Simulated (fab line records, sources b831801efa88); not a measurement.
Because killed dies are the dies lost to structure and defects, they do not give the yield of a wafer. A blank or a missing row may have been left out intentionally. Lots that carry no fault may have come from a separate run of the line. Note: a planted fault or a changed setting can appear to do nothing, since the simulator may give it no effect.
Which tool was responsible? + flow gf180mcu + 11 lots, 33 wafers sampled, at 4 steps of a route of 602

WHAT THE GAUGES SHOWED, per wafer
GF_M2_RS_MEAS_05: the measuring method here is four-point-probe.
| lot  | measured     | on            | M2_ALCU_RS (ohm/sq)  |
|------|--------------|---------------|----------------------|
| L492 | day 17 19:16 | film_metro-01 | 0.0698 0.0706 0.0696 |
| L496 | day 19 05:29 | film_metro-02 | 0.0688 0.0689 0.0686 |
| L498 | day 20 05:43 | film_metro-02 | 0.0701 0.0697 0.0701 |
| L500 | day 21 06:29 | film_metro-02 | 0.0680 0.0682 0.0674 |
| L502 | day 22 02:08 | film_metro-02 | 7.0415 7.0609 7.0108 |
| L503 | day 22 21:24 | film_metro-02 | 7.0778 7.0975 7.1805 |
| L507 | day 24 12:04 | film_metro-01 | 0.0707 0.0709 0.0700 |
| L511 | day 25 10:37 | film_metro-04 | 0.0700 0.0700 0.0698 |
| L514 | day 25 22:07 | film_metro-02 | 0.0694 0.0694 0.0696 |
| L513 | day 26 01:12 | film_metro-04 | 0.0705 0.0697 0.0703 |
| L515 | day 26 12:55 | film_metro-02 | 0.0685 0.0690 0.0689 |

TOOL THAT RAN EACH LOT (tool first, then ch and the chambers of the sampled wafers, then the start)
| lot  | GF_V1_ETCH_17                                 | GF_M2_SPUTTER_01             | GF_M2_SPUTTER_02             |
|------|-----------------------------------------------|------------------------------|------------------------------|
| L492 | rie_diel-03 ch 2,3, day 17 19:08 or earlier   | pvd_sputter-02, day 17 19:08 | pvd_sputter-02, day 17 19:10 |
| L496 | rie_diel-03 ch 0,2,3, day 19 05:19 or earlier | pvd_sputter-03, day 19 05:19 | pvd_sputter-03, day 19 05:21 |
| L498 | rie_diel-02 ch 2,3, day 20 05:35 or earlier   | pvd_sputter-01, day 20 05:35 | pvd_sputter-01, day 20 05:37 |
| L500 | rie_diel-01 ch 2,3, day 21 06:22 or earlier   | pvd_sputter-03, day 21 06:22 | pvd_sputter-03, day 21 06:24 |
| L502 | rie_diel-02 ch 1,2,3, day 22 01:58 or earlier | pvd_sputter-02, day 22 01:58 | pvd_sputter-02, day 22 02:00 |
| L503 | rie_diel-03 ch 0,1,3, day 22 21:13 or earlier | pvd_sputter-02, day 22 21:13 | pvd_sputter-02, day 22 21:15 |
| L507 | rie_diel-02 ch 0,2,3, day 24 11:55 or earlier | pvd_sputter-02, day 24 11:55 | pvd_sputter-02, day 24 11:57 |
| L511 | rie_diel-03 ch 1,3, day 25 10:29 or earlier   | pvd_sputter-02, day 25 10:29 | pvd_sputter-02, day 25 10:31 |
| L514 | rie_diel-02 ch 0,3, day 25 21:58 or earlier   | pvd_sputter-02, day 25 21:58 | pvd_sputter-02, day 25 22:00 |
| L513 | rie_diel-03 ch 1,2, day 26 01:02 or earlier   | pvd_sputter-02, day 26 01:02 | pvd_sputter-02, day 26 01:04 |
| L515 | rie_diel-03 ch 0,2,3, day 26 12:48 or earlier | pvd_sputter-02, day 26 12:48 | pvd_sputter-02, day 26 12:50 |
- GF_V1_ETCH_17: etches SiO2 in C4F8/O2/Ar, stops on TiN, target depth 630 nm.
- GF_M2_SPUTTER_01: material TiN, target thk 30 nm, time 25 s.
- GF_M2_SPUTTER_02: material AlCu, target thk 450 nm, time 23.9 s.

THE ANSWER, worked out from the rows above alone
Rule: the lots themselves supply what counts as usual. Put in order of their means at a reading, lots are off if they are a third of the lots or fewer, leave a main group of 4 or more, and stand apart from it by a gap of 3 or more times the standard deviation of the main group's means; of several such gaps the widest counts. The tables above print the reading to a certain number of digits; a main group whose means all agree to those digits is not used. Also off: a lot with no number at a reading for which 4 or more lots have one. Any other lot the step has rows for is counted as sound.
Off: at GF_M2_RS_MEAS_05 (M2_ALCU_RS), L502, L503. For the main group the mean is 0.0695 ohm/sq and the standard deviation 0.00081.
A tool fits if, at a process step before that reading, it ran every lot that is off, and no sound lot after the first of them. Those tools and the gauges at GF_M2_RS_MEAS_05 are tried in the same way. GF_V1_ETCH_17: start missing for some lots; hours and lot order therefore follow GF_M2_SPUTTER_01. Not one of the candidates tried fits.

WHAT THE SIMULATOR HAD INSERTED
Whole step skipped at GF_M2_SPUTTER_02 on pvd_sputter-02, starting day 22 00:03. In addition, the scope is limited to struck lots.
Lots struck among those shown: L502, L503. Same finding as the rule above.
